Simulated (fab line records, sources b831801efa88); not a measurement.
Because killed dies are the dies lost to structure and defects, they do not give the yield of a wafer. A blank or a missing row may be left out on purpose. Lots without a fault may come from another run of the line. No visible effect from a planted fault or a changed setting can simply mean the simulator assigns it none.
2 desks, one fault :: flow sky130 :: numbers are kept per desk, each desk with only its own; the story behind them comes last

DESK OF THE TOOL OWNER: implanter-04
The tool's own readings at SKY_GATE_OXIDE_IMPLANT_11: means of the sampled wafers that have a number, for each lot that ran on this tool. Any lot whose mean is over 4 standard deviations away from the usual mean is out of limits and marked OUT; that distance is given in the brackets.
Columns: A = doseIonsCm2 at SKY_GATE_OXIDE_IMPLANT_11, usual 2.6e+12; B = faradayCurrentUA at SKY_GATE_OXIDE_IMPLANT_11, usual 14.6
lot: L350
first seen here: day 14 07:47
A: 2.6e+12
B: 14.5

lot: L352
first seen here: day 14 14:07
A: 2.6e+12
B: 14.6

lot: L356
first seen here: day 16 09:58
A: 2.6e+12
B: 14.5

lot: L367
first seen here: day 20 03:52
A: 2.7e+12 (+19) OUT
B: 14.7

lot: L368
first seen here: day 20 15:06
A: 2.7e+12 (+19) OUT
B: 15.3
Finding of this desk: L367, L368 out of limits; the first was L367 at day 20 03:52, on doseIonsCm2 at SKY_GATE_OXIDE_IMPLANT_11. In limits: L350, L352, L356.

FROM THE METROLOGY DESK
What the gauges read for every lot (on any tool): the sampled wafers with a number, averaged. Any lot whose mean is over 4 standard deviations away from the usual mean is out of limits and marked OUT; that distance is given in the brackets.
Columns: A = SONOS_ONO_OXIDATION_THK at SKY_SONOS_ONO_THK_MEAS_01, usual 2.59 nm; B = cdNm at SKY_SONOS_ONO_CD_MEAS_13, usual 410.3 nm; C = POLY_GATE_CVD_00_THK at SKY_POLY_GATE_THK_MEAS_01, usual 180.5 nm
lot: L350
first seen here: day 11 22:56
A: 2.60
B: 413.0
C: 179.3

lot: L349
first seen here: day 12 00:18
A: 2.73
B: 411.8
C: 181.1

lot: L351
first seen here: day 12 05:54
A: 2.61
B: 410.4
C: 180.4

lot: L352
first seen here: day 12 05:55
A: 2.66
B: 410.0
C: 178.4

lot: L353
first seen here: day 12 12:41
A: 2.65
B: 409.8
C: 179.7

lot: L354
first seen here: day 12 22:13
A: 2.55
B: 413.2
C: 180.5

lot: L355
first seen here: day 13 12:35
A: 2.48
B: 409.2
C: 182.5

lot: L356
first seen here: day 13 23:08
A: 2.54
B: 407.6
C: 180.2

lot: L359
first seen here: day 14 23:02
A: 2.61
B: 411.5
C: 179.9

lot: L367
first seen here: day 17 11:19
A: 2.60
B: 410.3
C: 177.6

lot: L368
first seen here: day 17 20:10
A: 2.57
B: 412.4
C: 180.7

lot: L370
first seen here: day 18 04:05
A: 2.61
B: 409.2
C: 180.1

lot: L371
first seen here: day 18 12:11
A: 2.59
B: 409.7
C: 179.2

lot: L372
first seen here: day 18 23:30
A: 2.54
B: 410.9
C: 179.8
This desk's verdict: no lot among the 14 shows anything out of limits.

ALL TOGETHER
At day 20 03:52, on L367, L368, the tool owner's desk was in a position to raise an alarm.
The metrology desk saw nothing out of limits.
The metrology desk has L367, L368 on record, within its limits.
The lots listed all ran SKY_GATE_OXIDE_IMPLANT_11 on implanter-04.

WHAT WAS PUT IN BY THE SIMULATOR
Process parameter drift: implanter-04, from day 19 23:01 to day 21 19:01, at SKY_GATE_OXIDE_IMPLANT_11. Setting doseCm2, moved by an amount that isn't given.
Struck lots among those shown: L367, L368.
Time in hours from fault onset to the first out-of-limits reading at each desk: the tool owner's desk, 5.
